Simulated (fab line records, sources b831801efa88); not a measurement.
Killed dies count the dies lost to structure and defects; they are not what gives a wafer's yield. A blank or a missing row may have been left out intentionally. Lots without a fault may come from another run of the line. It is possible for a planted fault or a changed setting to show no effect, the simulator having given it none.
One fault seen from 2 desks / flow gf180mcu / each desk holds nothing but its own numbers, with what lay behind them at the end

== FROM THE METROLOGY DESK ==
What the gauges read for every lot (on any tool): the sampled wafers with a number, averaged. The brackets show how far a lot's mean lies from the usual mean; more than 4 standard deviations puts the lot out of limits, marked OUT. It has 8 readings; the 7 that lie furthest out on some lot are the ones shown.
Columns: A = PSD_OVL at GF_PSD_OVL_MEAS_08, usual 0.1 nm; B = PSD_TW at GF_PSD_TW_MEAS_11, usual 3163; C = NSD_RS at GF_PSD_RS_MEAS_14, usual 46.61 ohm/sq; D = PSD_RS at GF_PSD_RS_MEAS_15, usual 108.52 ohm/sq; E = SAB_CVD_00_THK at GF_SAB_THK_MEAS_01, usual 50.0 nm; F = cd-nm at GF_SAB_CD_MEAS_09, usual 418.9 nm; G = SAB_OVL at GF_SAB_OVL_MEAS_10, usual -0.6 nm
lot=L955; first seen here=day 15 15:56; A=-1.0; B=3164; C=46.54; D=108.23; E=50.2; F=417.8; G=0.1
lot=L956; first seen here=day 15 22:46; A=2.8; B=3168; C=46.52; D=108.28; E=49.1; F=418.9; G=1.8
lot=L962; first seen here=day 18 01:41; A=2.0; B=3182; C=46.51; D=108.42; E=49.1; F=418.5; G=-0.5
lot=L964; first seen here=day 18 18:43; A=1.9; B=3133; C=46.53; D=108.76; E=48.9; F=419.2; G=-1.3
lot=L970; first seen here=day 21 00:37; A=-0.0; B=3140; C=46.74; D=108.74; E=50.1; F=422.9; G=0.6
lot=L971; first seen here=day 21 11:19; A=0.7; B=3181; C=46.74; D=108.76; E=49.7; F=419.1; G=-0.7
This desk's finding: nothing out of limits on any of the 6 lots.

== THE TOOL OWNER'S DESK: pecvd-04 ==
The tool's own readings at GF_SAB_CVD_00 (deposits SiO2 from TEOS, target thk 50 nm, time 4.9302 s): means of the sampled wafers that have a number, for each lot that ran on this tool. The brackets show how far a lot's mean lies from the usual mean; more than 4 standard deviations puts the lot out of limits, marked OUT.
Columns: A = heater-power-w at GF_SAB_CVD_00, usual 702 W
lot=L956; first seen here=day 15 23:37; A=614
lot=L962; first seen here=day 18 02:31; A=625
lot=L964; first seen here=day 18 19:34; A=651
This desk's finding: nothing out of limits on any of the 3 lots.

== BROUGHT TOGETHER ==
Metrology desk: nothing out of limits seen.
The desk of the tool owner found nothing out of limits.

== WHAT THE SIMULATOR HAD INSERTED ==
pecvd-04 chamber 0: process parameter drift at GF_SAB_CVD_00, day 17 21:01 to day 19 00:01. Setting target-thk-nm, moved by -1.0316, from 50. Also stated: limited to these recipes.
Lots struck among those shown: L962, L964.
